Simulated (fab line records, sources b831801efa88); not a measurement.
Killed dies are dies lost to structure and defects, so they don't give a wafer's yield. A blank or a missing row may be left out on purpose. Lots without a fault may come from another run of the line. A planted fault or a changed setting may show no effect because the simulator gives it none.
Chamber matching | flow sky130 | SKY_FIELD_ISO_ETCH_17 on rie_si-02: 4 sister chambers
The step etches Si in HBr/Cl2/O2, target depth 342 nm, time 97.7 s. 14 wafers are shown with their chamber, then 7 later ones without.

WAFERS WITH THEIR CHAMBER
wafer  | chamber | run_length_s (s) | bias_w (W) | oes_product_au (a.u.)
L145.2 | 2       | 125.7            | 150.2      | 1.013
L145.4 | 0       | 126.3            | 149.9      | 1.001
L145.5 | 0       | 127.0            | 149.9      | 1.010
L146.1 | 1       | 125.7            | 150.5      | 0.994
L146.2 | 3       | 126.1            | 150.2      | 1.007
L146.3 | 2       | 126.2            | 150.5      | 1.017
L148.1 | 3       | 125.8            | 149.9      | 1.004
L148.2 | 0       | 126.5            | 149.7      | 1.000
L148.5 | 3       | 125.6            | 149.9      | 1.017
L153.1 | 2       | 125.7            | 149.9      | 1.005
L153.2 | 0       | 126.7            | 149.5      | 0.999
L153.4 | 3       | 126.1            | 150.2      | 0.995
L155.4 | 1       | 125.9            | 150.3      | 1.002
L155.5 | 0       | 126.4            | 149.7      | 0.996

SIGNATURES (means of the wafers above)
reading        | chamber 0 | chamber 1 | chamber 2 | chamber 3 | scatter within a chamber
run_length_s   | 126.580   | 125.800   | 125.867   | 125.900   | 0.26
bias_w         | 149.740   | 150.400   | 150.200   | 150.050   | 0.2
oes_product_au | 1.00120   | 0.99800   | 1.01167   | 1.00575   | 0.00681
Rule: a wafer's distance from a chamber is the root of the sum, over the readings, of the square of ((its reading less the chamber's mean) divided by the reading's scatter). The wafer belongs to the nearest chamber; if the next one is less than 2 further off, it can't be placed. The scatter: the root of (the sum of the squares of (reading less its chamber's mean) over the shown wafers, divided by (wafers less chambers)).

WAFERS WITHOUT THEIR CHAMBER
wafer  | run_length_s (s) | bias_w (W) | oes_product_au (a.u.)
L155.6 | 126.1            | 150.7      | 0.994
L161.1 | 126.5            | 150.2      | 0.997
L161.2 | 126.4            | 149.4      | 0.998
L161.5 | 125.6            | 149.8      | 0.994
L164.1 | 125.9            | 150.5      | 1.002
L164.4 | 126.8            | 150.3      | 1.002
L164.5 | 125.6            | 150.6      | 1.006

WHICH CHAMBER EACH WENT THROUGH
wafer  | from the rows above               | in truth
L155.6 | can't be placed: 1 or 2 or 3      | 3
L161.1 | can't be placed: 0 or 3 or 1 or 2 | 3
L161.2 | 0                                 | 0
L161.5 | can't be placed: 3 or 1 or 2 or 0 | 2
L164.1 | can't be placed: 1 or 2 or 3      | 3
L164.4 | can't be placed: 0 or 3 or 2 or 1 | 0
L164.5 | can't be placed: 1 or 2 or 3      | 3
Placed correctly: 1 of 7. Can't be placed from these rows: 6 (the true chamber is among the candidates in 6). Placed wrongly: 0.
